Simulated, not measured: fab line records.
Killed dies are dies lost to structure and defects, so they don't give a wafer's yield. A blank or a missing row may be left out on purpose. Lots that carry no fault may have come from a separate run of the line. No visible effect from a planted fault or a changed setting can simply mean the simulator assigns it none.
fab line records	flow gf180mcu
[record] lots = 24	wafers = 72	last-day = 34
route steps=602 shown M3@426 V4@500 MIM@508 V5@565 PASSIVATION@598
lots that met no fault: from a run of the same line without faults
start-h: the number of hours between the record's first day and the start of the first shown wafer of the lot	wait-h: time in hours since the lot's previous step	" as in the row above	L1.1+2: one row covering several wafers at once	- no value, or no start given	* or withheld: withheld	< > ~ a bound
route shown NAME@n: a module of which the file shows steps, and the number in the route of the first	usual: average and standard deviation across the fault-free wafers	same: alike in all rows	chamber/n: place in a boat	sites: readings site by site	_std_site: how widely they spread, as a standard deviation	_edge_site: inner sites' mean taken away from outer sites' mean	radius-mm: for every site, how far away it sits from the centre of the wafer	mask NAME#n: copy n	behind: the last tool/chamber to shape the wafer	hold: reason for holding the lot/hours on hold/outcome of the hold	device: whichever transistor did not switch (one of n, p or np)	end of line: at the end of the route, the tests of the same wafers	a step without rows: its recipe alone	killed: at the first sort, the dies lost to defects and structure; wafer yield is something else	map: a wafer's dies, marking killed ones x, the rest . and places with no die _
set.NAME: the run value of the setting; set.NAME@STEP: its run value at that earlier step	model.NAME: the simulator's own value behind a step, which no gauge read
route steps across a sampled set of lots; one table per step, one row per wafer
services: the hour from which a tool's chamber was out of use, counted from the record's first day as start-h (under 0 if before that day), plus the number of hours and why
[[steps]]
[step GF_M3_STRIP_17]
[recipe] chemistry = O2/N2	power-w = 1400	pressure-mtorr = 1500	platen-temp-c = 250	o2-flow-sccm = 3000	n2-flow-sccm = 300	overash-fraction = 0.5
[usual] drypump-motor-current-A = 6.0/0.35	heater-power-w = 337/29	oes-product-au = 0.535/0.0046	strip-time-to-endpoint-s = 7.35/0.037
[same] overash-fraction = 0.5
lot.wafer	tool	chamber	start-h	wait-h	drypump-motor-current-A	heater-power-w	oes-product-au	rf-hours-counter-h	strip-time-to-endpoint-s
L074.2	plasma-asher-02	1	488.47	0.2	6.1	322	0.536	79	7.30
L074.5	"	1	"	"	6.0	313	0.534	-	7.34
L074.6	"	0	"	"	5.6	336	0.533	-	7.25
L075.1	plasma-asher-04	1	493.14	0.1	6.2	391	0.532	7	7.31
L075.2	"	0	"	"	5.5	307	0.532	7	7.32
L075.6	"	0	"	"	5.5	312	0.532	-	7.37
L076.2	plasma-asher-04	0	507.07	0.2	5.5	309	0.526	9	7.31
L076.3	"	1	"	"	6.3	391	0.529	-	7.30
L076.6	"	1	"	"	6.3	392	0.529	-	7.30
L077.1	plasma-asher-04	1	510.04	0.1	6.3	386	0.538	9	7.41
L077.5	"	0	"	"	5.5	304	0.540	-	7.34
L077.6	"	1	"	"	6.2	397	0.538	-	7.36
L078.2	plasma-asher-04	0	520.42	0.2	5.5	304	0.532	11	7.29
L078.4	"	1	"	"	6.2	393	0.527	-	7.28
L078.6	"	1	"	"	6.2	392	0.543	-	7.31
L079.3	plasma-asher-03	0	536.65	0.2	5.8	331	0.543	-	7.36
L079.5	"	1	"	"	6.4	325	0.539	-	7.33
L079.6	"	0	"	"	5.8	333	0.536	-	7.32
L080.4	plasma-asher-03	1	545.78	0.1	6.4	325	0.536	-	7.36
L080.5	"	1	"	"	6.4	328	0.533	-	7.38
L080.6	"	0	"	"	5.8	336	0.537	-	7.32
L081.1	plasma-asher-04	0	552.09	0.1	5.5	307	0.541	14	7.35
L081.3	"	0	"	"	5.5	308	0.535	-	7.38
L081.6	"	1	"	"	6.3	398	0.529	-	7.40
L082.1	plasma-asher-03	1	562.39	0.1	6.4	318	0.542	78	7.47
L082.2	"	0	"	"	5.8	338	0.544	78	7.40
L082.6	"	0	"	"	5.8	331	0.533	-	7.46
L083.4	plasma-asher-04	1	570.92	0.1	6.3	395	0.538	-	7.37
L083.5	"	0	"	"	5.5	306	0.524	-	7.36
L083.6	"	1	"	"	6.3	395	0.532	-	7.34
L084.1	plasma-asher-03	1	574.52	0.2	6.4	335	0.540	80	7.36
L084.2	"	0	"	"	5.8	333	0.530	80	7.35
L084.4	"	0	"	"	5.8	334	0.535	-	7.37
L085.1	plasma-asher-03	1	579.89	0.1	6.4	328	0.541	80	7.37
L085.2	"	0	"	"	5.8	328	0.533	80	7.36
L085.4	"	1	"	"	6.4	323	0.536	-	7.34
L086.3	plasma-asher-03	1	586.37	0.1	6.4	320	0.539	-	7.34
L086.5	"	0	"	"	5.8	332	0.532	-	7.34
L086.6	"	1	"	"	6.4	330	0.533	-	7.34
L087.1	plasma-asher-03	1	601.49	0.1	6.4	322	0.536	83	7.37
L087.5	"	0	"	"	5.8	336	0.540	-	7.34
L087.6	"	1	"	"	6.4	322	0.527	-	7.38
L088.1	plasma-asher-04	1	606.64	0.1	6.2	385	0.537	20	7.31
L088.3	"	0	"	"	5.5	302	0.536	-	7.33
L088.5	"	0	"	"	5.5	320	0.547	-	7.33
L089.3	plasma-asher-02	1	617.38	0.1	6.0	328	0.531	-	7.31
L089.4	"	0	"	"	5.6	340	0.537	-	7.33
L089.5	"	0	"	"	5.6	334	0.537	-	7.38
L090.3	plasma-asher-02	1	619.82	0.1	6.0	322	0.537	-	7.35
L090.4	"	0	"	"	5.6	340	0.537	-	7.36
L090.5	"	1	"	"	6.0	315	0.533	-	7.37
L091.3	plasma-asher-04	0	623.73	0.1	5.5	307	0.541	-	7.39
L091.4	"	1	"	"	6.2	394	0.543	-	7.36
L091.5	"	1	"	"	6.2	377	0.539	-	7.39
L092.1	plasma-asher-04	0	630.59	0.1	5.5	300	0.532	23	7.35
L092.5	"	0	"	"	5.5	303	0.545	-	7.35
L092.6	"	1	"	"	6.3	391	0.532	-	7.38
L093.2	plasma-asher-03	0	634.64	0.1	5.8	332	0.530	86	7.35
L093.4	"	0	"	"	5.8	329	0.527	-	7.40
L093.6	"	0	"	"	5.8	337	0.535	-	7.38
L094.2	plasma-asher-03	1	640.69	0.1	6.4	327	0.533	87	7.31
L094.3	"	1	"	"	6.4	321	0.532	-	7.37
L094.4	"	0	"	"	5.8	331	0.534	-	7.30
L095.1	plasma-asher-03	1	648.04	0.1	6.4	330	0.532	88	7.32
L095.3	"	1	"	"	6.4	325	0.538	-	7.33
L095.4	"	0	"	"	5.8	329	0.536	-	7.36
L096.1	plasma-asher-04	1	658.69	0.1	6.3	388	0.528	26	7.30
L096.2	"	0	"	"	5.5	315	0.533	26	7.29
L096.6	"	0	"	"	5.5	306	0.533	-	7.33
L097.2	plasma-asher-03	0	671.44	0.1	5.8	335	0.527	90	7.29
L097.4	"	1	"	"	6.4	324	0.530	-	7.29
L097.5	"	1	"	"	6.4	331	0.536	-	7.35
[step GF_V4_RS_MEAS_24]
[recipe] thk-meas-gauge = four-point-probe	reads = W_of_V4_CVD_23+TiN_of_V4_SPUTTER_22+Ti_of_V4_SPUTTER_21
[usual] V4_W_RS = 0.328/0.0041
lot.wafer	tool	chamber	start-h	wait-h	V4_W_RS[ohm/sq]
L074.2	film-metro-04	-	562.81	0.1	0.323
L074.5	"	-	"	"	0.328
L074.6	"	-	"	"	0.323
L075.1	film-metro-03	-	567.93	0.1	0.328
L075.2	"	-	"	"	0.331
L075.6	"	-	"	"	0.328
L076.2	film-metro-03	-	580.06	0.1	0.329
L076.3	"	-	"	"	0.320
L076.6	"	-	"	"	0.320
L077.1	film-metro-04	-	583.43	0.1	0.328
L077.5	"	-	"	"	0.326
L077.6	"	-	"	"	0.328
L078.2	film-metro-03	-	593.11	0.1	0.321
L078.4	"	-	"	"	0.323
L078.6	"	-	"	"	0.325
L079.3	film-metro-03	-	608.02	0.1	0.330
L079.5	"	-	"	"	0.332
L079.6	"	-	"	"	0.323
L080.4	film-metro-03	-	615.69	0.1	0.331
L080.5	"	-	"	"	0.328
L080.6	"	-	"	"	0.331
L081.1	film-metro-04	-	621.49	0.1	0.332
L081.3	"	-	"	"	0.335
L081.6	"	-	"	"	0.336
L082.1	film-metro-02	-	630.66	0.1	0.332
L082.2	"	-	"	"	0.324
L082.6	"	-	"	"	0.327
L083.4	film-metro-03	-	638.86	0.1	0.324
L083.5	"	-	"	"	0.323
L083.6	"	-	"	"	0.325
L084.1	film-metro-03	-	641.31	0.1	0.324
L084.2	"	-	"	"	0.327
L084.4	"	-	"	"	0.327
L085.1	film-metro-04	-	647.08	0.1	0.329
L085.2	"	-	"	"	0.323
L085.4	"	-	"	"	0.328
L086.3	film-metro-04	-	652.42	0.1	0.331
L086.5	"	-	"	"	0.323
L086.6	"	-	"	"	0.331
L087.1	film-metro-04	-	666.97	0.1	0.328
L087.5	"	-	"	"	0.323
L087.6	"	-	"	"	0.331
L088.1	film-metro-04	-	671.68	0.1	0.329
L088.3	"	-	"	"	0.330
L088.5	"	-	"	"	0.330
L089.3	film-metro-03	-	682.02	0.1	0.319
L089.4	"	-	"	"	0.331
L089.5	"	-	"	"	0.322
L090.3	film-metro-02	-	684.67	0.1	0.340
L090.4	"	-	"	"	0.327
L090.5	"	-	"	"	0.335
L091.3	film-metro-03	-	686.72	0.1	0.330
L091.4	"	-	"	"	0.329
L091.5	"	-	"	"	0.328
L092.1	film-metro-02	-	695.04	0.1	0.331
L092.5	"	-	"	"	0.332
L092.6	"	-	"	"	0.328
L093.2	film-metro-04	-	696.75	0.1	0.330
L093.4	"	-	"	"	0.323
L093.6	"	-	"	"	0.330
L094.2	film-metro-04	-	703.87	0.1	0.325
L094.3	"	-	"	"	0.333
L094.4	"	-	"	"	0.327
L095.1	film-metro-03	-	709.84	0.1	0.325
L095.3	"	-	"	"	0.331
L095.4	"	-	"	"	0.330
L096.1	film-metro-03	-	720.27	0.1	0.331
L096.2	"	-	"	"	0.333
L096.6	"	-	"	"	0.331
L097.2	film-metro-03	-	731.21	0.1	0.332
L097.4	"	-	"	"	0.331
L097.5	"	-	"	"	0.330
[step GF_MIM_CVD_05]
[recipe] material = Si3N4	target-thk-nm = 42	temp-max-c = 400	temp-c = 385	time-s = 29.086	rf-w = 444
[usual] heater-power-w = 669/71
lot.wafer	tool	chamber	start-h	wait-h	heater-power-w
L074.2	pecvd-01	1	563.49	0.0	703
L074.5	"	0	"	"	757
L074.6	"	2	"	"	792
L075.1	pecvd-03	2	568.63	0.0	714
L075.2	"	0	"	"	596
L075.6	"	2	"	"	709
L076.2	pecvd-02	2	580.74	0.0	557
L076.3	"	1	"	"	747
L076.6	"	1	"	"	739
L077.1	pecvd-01	1	584.13	0.0	616
L077.5	"	0	"	"	768
L077.6	"	1	"	"	599
L078.2	pecvd-02	1	593.79	0.0	700
L078.4	"	2	"	"	605
L078.6	"	0	"	"	630
L079.3	pecvd-01	2	608.68	0.0	694
L079.5	"	2	"	"	711
L079.6	"	0	"	"	636
L080.4	pecvd-02	1	616.35	0.0	721
L080.5	"	2	"	"	611
L080.6	"	0	"	"	560
L081.1	pecvd-02	1	622.19	0.0	648
L081.3	"	2	"	"	656
L081.6	"	0	"	"	628
L082.1	pecvd-02	2	631.36	0.0	668
L082.2	"	1	"	"	630
L082.6	"	1	"	"	625
L083.4	pecvd-02	2	639.52	0.0	571
L083.5	"	0	"	"	617
L083.6	"	1	"	"	612
L084.1	pecvd-02	2	642.01	0.0	662
L084.2	"	0	"	"	612
L084.4	"	1	"	"	614
L085.1	pecvd-03	0	647.78	0.0	579
L085.2	"	1	"	"	709
L085.4	"	1	"	"	728
L086.3	pecvd-03	1	653.08	0.0	670
L086.5	"	1	"	"	685
L086.6	"	2	"	"	831
L087.1	pecvd-01	2	667.67	0.0	765
L087.5	"	0	"	"	696
L087.6	"	1	"	"	583
L088.1	pecvd-01	1	672.38	0.0	600
L088.3	"	0	"	"	713
L088.5	"	1	"	"	591
L089.3	pecvd-03	2	682.89	0.0	680
L089.4	"	2	"	"	698
L089.5	"	1	"	"	787
L090.3	pecvd-01	0	685.56	0.0	732
L090.4	"	2	"	"	770
L090.5	"	0	"	"	751
L091.3	pecvd-02	1	687.38	0.0	726
L091.4	"	2	"	"	637
L091.5	"	1	"	"	726
L092.1	pecvd-01	0	695.94	0.0	622
L092.5	"	0	"	"	640
L092.6	"	1	"	"	732
L093.2	pecvd-01	0	697.43	0.0	702
L093.4	"	0	"	"	699
L093.6	"	2	"	"	664
L094.2	pecvd-02	1	704.55	0.0	631
L094.3	"	0	"	"	651
L094.4	"	0	"	"	642
L095.1	pecvd-02	1	710.54	0.0	687
L095.3	"	2	"	"	663
L095.4	"	0	"	"	584
L096.1	pecvd-02	2	720.97	0.0	652
L096.2	"	0	"	"	629
L096.6	"	0	"	"	614
L097.2	pecvd-01	2	731.89	0.0	731
L097.4	"	1	"	"	628
L097.5	"	2	"	"	719
[step GF_MIM_THK_MEAS_11]
[recipe] thk-meas-gauge = xrf	reads = AlCu_of_MIM_SPUTTER_08
[usual] MIM_ALCU_THK = 201.6/2
lot.wafer	tool	chamber	start-h	wait-h	MIM_ALCU_THK[nm]
L074.2	film-metro-03	-	563.81	0.1	202.2
L074.5	"	-	"	"	201.5
L074.6	"	-	"	"	197.5
L075.1	film-metro-01	-	568.95	0.1	202.4
L075.2	"	-	"	"	202.0
L075.6	"	-	"	"	201.1
L076.2	film-metro-04	-	581.06	0.1	196.6
L076.3	"	-	"	"	199.8
L076.6	"	-	"	"	201.3
L077.1	film-metro-01	-	584.45	0.1	201.6
L077.5	"	-	"	"	201.4
L077.6	"	-	"	"	201.0
L078.2	film-metro-03	-	594.11	0.1	201.2
L078.4	"	-	"	"	202.3
L078.6	"	-	"	"	201.9
L079.3	film-metro-03	-	609.02	0.1	205.6
L079.5	"	-	"	"	204.4
L079.6	"	-	"	"	204.9
L080.4	film-metro-03	-	616.68	0.1	202.0
L080.5	"	-	"	"	203.4
L080.6	"	-	"	"	202.3
L081.1	film-metro-03	-	622.50	0.1	202.1
L081.3	"	-	"	"	202.0
L081.6	"	-	"	"	203.4
L082.1	film-metro-04	-	631.68	0.1	200.7
L082.2	"	-	"	"	201.6
L082.6	"	-	"	"	201.0
L083.4	film-metro-01	-	639.84	0.1	199.7
L083.5	"	-	"	"	197.7
L083.6	"	-	"	"	199.6
L084.1	film-metro-01	-	642.33	0.1	205.3
L084.2	"	-	"	"	204.9
L084.4	"	-	"	"	204.6
L085.1	film-metro-04	-	648.09	0.1	200.0
L085.2	"	-	"	"	200.2
L085.4	"	-	"	"	200.5
L086.3	film-metro-04	-	653.41	0.1	200.8
L086.5	"	-	"	"	199.4
L086.6	"	-	"	"	202.3
L087.1	film-metro-01	-	667.98	0.1	202.3
L087.5	"	-	"	"	202.6
L087.6	"	-	"	"	200.8
L088.1	film-metro-04	-	672.69	0.1	200.8
L088.3	"	-	"	"	200.3
L088.5	"	-	"	"	203.2
L089.3	film-metro-01	-	683.23	0.1	202.9
L089.4	"	-	"	"	203.5
L089.5	"	-	"	"	203.4
L090.3	film-metro-03	-	685.90	0.1	201.7
L090.4	"	-	"	"	201.7
L090.5	"	-	"	"	200.0
L091.3	film-metro-03	-	687.71	0.1	201.3
L091.4	"	-	"	"	200.6
L091.5	"	-	"	"	200.0
L092.1	film-metro-01	-	696.25	0.1	200.0
L092.5	"	-	"	"	200.2
L092.6	"	-	"	"	200.2
L093.2	film-metro-01	-	697.75	0.1	204.1
L093.4	"	-	"	"	204.0
L093.6	"	-	"	"	206.5
L094.2	film-metro-01	-	704.87	0.1	203.7
L094.3	"	-	"	"	202.0
L094.4	"	-	"	"	203.8
L095.1	film-metro-01	-	710.85	0.1	201.2
L095.3	"	-	"	"	202.7
L095.4	"	-	"	"	200.8
L096.1	film-metro-01	-	721.28	0.1	201.5
L096.2	"	-	"	"	199.7
L096.6	"	-	"	"	199.1
L097.2	film-metro-01	-	732.21	0.1	202.0
L097.4	"	-	"	"	200.6
L097.5	"	-	"	"	202.5
[step GF_V5_THK_MEAS_25]
[recipe] thk-meas-gauge = xrf	reads = W_of_V5_CVD_23
[usual] V5_W_THK = 355/6.3
lot.wafer	tool	chamber	start-h	wait-h	V5_W_THK[nm]
L074.2	film-metro-02	-	630.44	0.1	354
L074.5	"	-	"	"	358
L074.6	"	-	"	"	362
L075.1	film-metro-01	-	634.14	0.1	342
L075.2	"	-	"	"	345
L075.6	"	-	"	"	343
L076.2	film-metro-01	-	645.12	0.1	347
L076.3	"	-	"	"	343
L076.6	"	-	"	"	339
L077.1	film-metro-01	-	648.28	0.1	342
L077.5	"	-	"	"	353
L077.6	"	-	"	"	343
L078.2	film-metro-02	-	656.69	0.1	350
L078.4	"	-	"	"	354
L078.6	"	-	"	"	351
L079.3	film-metro-02	-	671.28	0.1	364
L079.5	"	-	"	"	355
L079.6	"	-	"	"	364
L080.4	film-metro-02	-	677.74	0.1	359
L080.5	"	-	"	"	358
L080.6	"	-	"	"	356
L081.1	film-metro-01	-	684.68	0.1	343
L081.3	"	-	"	"	346
L081.6	"	-	"	"	348
L082.1	film-metro-04	-	693.86	0.1	349
L082.2	"	-	"	"	357
L082.6	"	-	"	"	356
L083.4	film-metro-02	-	700.74	0.1	362
L083.5	"	-	"	"	358
L083.6	"	-	"	"	363
L084.1	film-metro-02	-	703.11	0.1	356
L084.2	"	-	"	"	366
L084.4	"	-	"	"	366
L085.1	film-metro-02	-	707.15	0.1	363
L085.2	"	-	"	"	356
L085.4	"	-	"	"	362
L086.3	film-metro-04	-	712.83	0.1	358
L086.5	"	-	"	"	361
L086.6	"	-	"	"	351
L087.1	film-metro-01	-	725.11	0.1	351
L087.5	"	-	"	"	354
L087.6	"	-	"	"	347
L088.1	film-metro-01	-	730.98	0.1	358
L088.3	"	-	"	"	350
L088.5	"	-	"	"	357
L089.3	film-metro-01	-	740.18	0.1	360
L089.4	"	-	"	"	354
L089.5	"	-	"	"	362
L090.3	film-metro-04	-	742.23	0.1	355
L090.4	"	-	"	"	354
L090.5	"	-	"	"	360
L091.3	film-metro-04	-	743.23	0.1	357
L091.4	"	-	"	"	352
L091.5	"	-	"	"	353
L092.1	film-metro-01	-	751.83	0.1	345
L092.5	"	-	"	"	353
L092.6	"	-	"	"	351
L093.2	film-metro-01	-	753.89	0.1	356
L093.4	"	-	"	"	346
L093.6	"	-	"	"	354
L094.2	film-metro-02	-	759.65	0.1	356
L094.3	"	-	"	"	354
L094.4	"	-	"	"	366
L095.1	film-metro-02	-	764.51	0.1	361
L095.3	"	-	"	"	371
L095.4	"	-	"	"	359
L096.1	film-metro-02	-	773.22	0.1	359
L096.2	"	-	"	"	362
L096.6	"	-	"	"	366
L097.2	film-metro-04	-	784.80	0.1	352
L097.4	"	-	"	"	350
L097.5	"	-	"	"	350
[step GF_PASSIVATION_ETCH_11]
[recipe] chemistry = CF4/O2	target-depth-nm = 2040	stop-on = TiN	source-w = 800	bias-w = 155.8	pressure-mtorr = 150	cf4-flow-sccm = 80	O2_flow_sccm = 10	time-s = 453.3
[usual] bias-w = 155.8/0.46	drypump-motor-current-A = 5.9/0.54	oes-product-au = 0.993/0.0051	throttle-valve-pct = 5.969/0.0092
lot.wafer	tool	chamber	start-h	wait-h	bias-w	drypump-motor-current-A	oes-product-au	rf-hours-counter-h	throttle-valve-pct
L074.2	rie-diel-04	3	671.00	-	155.9	6.3	0.998	3	5.959
L074.5	"	2	"	"	155.6	6.4	1.001	-	5.963
L074.6	"	3	"	"	156.0	6.3	0.990	-	5.969
L075.1	rie-diel-03	2	681.50	-	155.4	6.2	0.994	5	5.947
L075.2	"	1	"	"	155.7	4.8	0.991	23	5.969
L075.6	"	1	"	"	155.6	4.8	0.997	-	5.947
L076.2	rie-diel-01	2	685.55	-	155.5	5.4	0.993	19	5.958
L076.3	"	1	"	"	156.2	5.3	0.987	42	5.979
L076.6	"	0	"	"	155.2	6.4	0.992	-	5.982
L077.1	rie-diel-04	1	687.75	-	156.1	6.3	0.991	16	5.968
L077.5	"	0	"	"	156.5	5.9	0.989	-	5.969
L077.6	"	1	"	"	155.3	6.3	0.994	-	5.980
L078.2	rie-diel-03	0	696.05	-	157.0	5.4	0.992	4	5.989
L078.4	"	1	"	"	155.2	4.8	0.997	24	5.970
L078.6	"	2	"	"	155.5	6.2	0.994	-	5.973
L079.3	rie-diel-04	0	710.65	-	155.8	5.9	0.995	15	5.977
L079.5	"	1	"	"	155.7	6.3	0.996	-	5.975
L079.6	"	2	"	"	156.1	6.4	0.994	-	5.959
L080.4	rie-diel-01	3	716.01	-	155.9	5.8	0.992	1	5.972
L080.5	"	3	"	"	155.9	5.8	1.001	-	5.960
L080.6	"	0	"	"	155.5	6.3	0.992	-	5.956
L081.1	rie-diel-01	1	721.46	-	155.5	5.3	0.980	44	5.968
L081.3	"	0	"	"	156.1	6.3	0.984	19	5.959
L081.6	"	2	"	"	155.3	5.4	0.988	-	5.972
L082.1	rie-diel-04	2	731.01	-	155.9	6.4	0.994	18	5.976
L082.2	"	3	"	"	155.4	6.3	0.988	6	5.970
L082.6	"	2	"	"	155.2	6.4	0.988	-	5.973
L083.4	rie-diel-04	1	738.05	-	156.1	6.3	0.987	19	5.980
L083.5	"	1	"	"	156.3	6.3	0.991	-	5.973
L083.6	"	2	"	"	155.4	6.4	0.987	-	5.963
L084.1	rie-diel-03	1	739.15	-	155.9	4.8	0.990	26	5.986
L084.2	"	3	"	"	156.2	6.4	1.001	7	5.971
L084.4	"	0	"	"	155.7	5.3	0.995	6	5.973
L085.1	rie-diel-01	2	743.90	-	156.2	5.4	0.991	21	5.961
L085.2	"	1	"	"	156.2	5.3	0.987	45	5.973
L085.4	"	0	"	"	155.7	6.3	0.994	20	5.968
L086.3	rie-diel-03	1	748.50	-	155.4	4.8	0.990	27	5.961
L086.5	"	1	"	"	155.6	4.8	0.987	-	5.960
L086.6	"	2	"	"	156.2	6.3	0.989	-	5.976
L087.1	rie-diel-03	3	759.96	-	154.9	6.4	1.005	8	5.967
L087.5	"	2	"	"	155.9	6.2	0.988	-	5.974
L087.6	"	3	"	"	156.4	6.4	0.988	-	5.965
L088.1	rie-diel-04	1	766.30	-	155.8	6.3	0.991	20	5.984
L088.3	"	3	"	"	156.0	6.3	0.985	7	5.979
L088.5	"	3	"	"	155.7	6.3	0.989	-	5.979
L089.3	rie-diel-01	2	774.91	-	155.6	5.4	0.993	22	5.981
L089.4	"	3	"	"	155.9	5.8	0.988	3	5.978
L089.5	"	1	"	"	155.4	5.3	0.987	-	5.948
L090.3	rie-diel-03	2	775.55	-	155.7	6.2	0.995	10	5.973
L090.4	"	0	"	"	155.9	5.3	0.993	8	5.984
L090.5	"	1	"	"	156.3	4.8	0.995	-	5.948
L091.3	rie-diel-04	0	777.55	-	155.9	5.9	0.989	18	5.974
L091.4	"	2	"	"	156.1	6.4	0.991	21	5.969
L091.5	"	0	"	"	155.6	5.9	0.990	-	5.965
L092.1	rie-diel-03	0	785.55	-	156.2	5.4	1.000	8	5.962
L092.5	"	3	"	"	155.9	6.4	0.992	-	5.982
L092.6	"	2	"	"	156.1	6.2	0.995	-	5.978
L093.2	rie-diel-01	1	786.85	-	156.1	5.3	0.990	47	5.956
L093.4	"	2	"	"	155.4	5.4	1.002	-	5.956
L093.6	"	1	"	"	156.2	5.3	0.998	-	5.961
L094.2	rie-diel-03	3	792.45	-	155.5	6.4	0.998	10	5.961
L094.3	"	1	"	"	156.6	4.8	0.999	29	5.972
L094.4	"	2	"	"	155.0	6.2	1.002	11	5.983
L095.1	rie-diel-01	3	796.20	-	156.0	5.9	0.995	5	5.965
L095.3	"	2	"	"	155.3	5.4	0.986	24	5.978
L095.4	"	3	"	"	155.0	5.9	0.989	-	5.970
L096.1	rie-diel-03	3	805.15	-	156.1	6.4	0.993	11	5.969
L096.2	"	2	"	"	154.7	6.2	0.987	12	5.969
L096.6	"	2	"	"	154.7	6.2	0.990	-	5.955
L097.2	rie-diel-01	0	814.86	-	155.7	6.4	0.989	24	5.967
L097.4	"	2	"	"	156.4	5.4	0.992	25	5.970
L097.5	"	0	"	"	156.0	6.3	0.999	-	5.974
[[services]]
tool	chamber	start-h	hours	kind
rie-diel-03	2	469.61	3.0	repair
plasma-asher-03	-	479.13	19.4	repair
plasma-asher-04	-	489.29	0.9	repair
pecvd-02	-	498.38	0.5	repair
rie-diel-03	2	498.58	1.9	repair
rie-diel-03	3	512.70	4.4	repair
rie-diel-01	0	524.85	9.9	repair
pecvd-02	-	552.64	0.8	pm
pecvd-02	-	556.22	20.7	repair
plasma-asher-03	-	557.37	1.0	repair
pecvd-01	-	591.12	14.0	pm
rie-diel-03	3	610.14	6.7	repair
rie-diel-03	2	611.53	1.4	repair
plasma-asher-04	-	614.76	2.8	repair
pecvd-01	0	626.07	15.7	repair
rie-diel-03	2	668.59	2.5	repair
pecvd-01	-	709.82	2.0	repair
pecvd-02	-	725.22	6.0	pm
plasma-asher-03	-	733.81	9.0	pm
rie-diel-03	-	753.49	2.8	pm
plasma-asher-04	-	758.80	2.9	repair
pecvd-02	2	761.52	3.7	repair
rie-diel-03	1	786.92	4.1	repair
rie-diel-03	1	799.03	5.3	repair
[[key]]
fault none
